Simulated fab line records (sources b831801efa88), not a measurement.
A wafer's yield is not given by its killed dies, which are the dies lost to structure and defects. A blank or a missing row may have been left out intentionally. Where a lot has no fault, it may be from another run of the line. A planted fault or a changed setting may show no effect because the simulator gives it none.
Chamber matching + flow gf180mcu + 4 sister chambers for GF_POLY_GATE_ETCH_12 on rie_diel-03
The step etches BARC in N2/H2. 8 wafers are shown with their chamber, then 7 later ones without.

WAFERS WITH THEIR CHAMBER
| wafer  | chamber | drypump_motor_current_A (A) | throttle_valve_pct (%) |
|--------|---------|-----------------------------|------------------------|
| L080.1 | 3       | 5.0                         | 13.214                 |
| L081.2 | 3       | 5.0                         | 13.232                 |
| L081.4 | 1       | 6.1                         | 13.201                 |
| L082.1 | 2       | 5.8                         | 13.219                 |
| L082.4 | 0       | 6.0                         | 13.224                 |
| L082.6 | 0       | 6.0                         | 13.206                 |
| L086.2 | 1       | 6.1                         | 13.215                 |
| L086.3 | 2       | 5.9                         | 13.206                 |

WAFERS WITH NO CHAMBER GIVEN
| wafer  | drypump_motor_current_A (A) | throttle_valve_pct (%) |
|--------|-----------------------------|------------------------|
| L086.4 | 6.0                         | 13.221                 |
| L092.3 | 6.1                         | 13.218                 |
| L092.4 | 5.9                         | 13.205                 |
| L092.5 | 5.9                         | 13.218                 |
| L093.3 | 5.0                         | 13.215                 |
| L093.5 | 5.8                         | 13.205                 |
| L093.6 | 5.0                         | 13.226                 |

THE CHAMBER EACH PASSED THROUGH
| wafer  | from the rows above     | in truth |
|--------|-------------------------|----------|
| L086.4 | 0                       | 0        |
| L092.3 | can't be placed: 1 or 0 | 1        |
| L092.4 | can't be placed: 2 or 0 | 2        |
| L092.5 | can't be placed: 2 or 0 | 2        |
| L093.3 | 3                       | 3        |
| L093.5 | 2                       | 2        |
| L093.6 | 3                       | 3        |
4 of 7 placed correctly. From these rows, 3 cannot be placed; in 3 the true chamber is one of the candidates. Wrongly placed: 0.
How it was worked out, from the rows above alone: a wafer's distance from a chamber is the root of the sum, over the readings, of the square of ((its reading less the chamber's mean) divided by the reading's scatter). The wafer belongs to the nearest chamber; if the next one is less than 2 further off, it can't be placed. The mean given for a chamber averages the wafers shown for that chamber. The scatter: take each reading less its chamber's mean, square it, sum over the shown wafers, divide by the number of wafers less the number of chambers, and take the root.
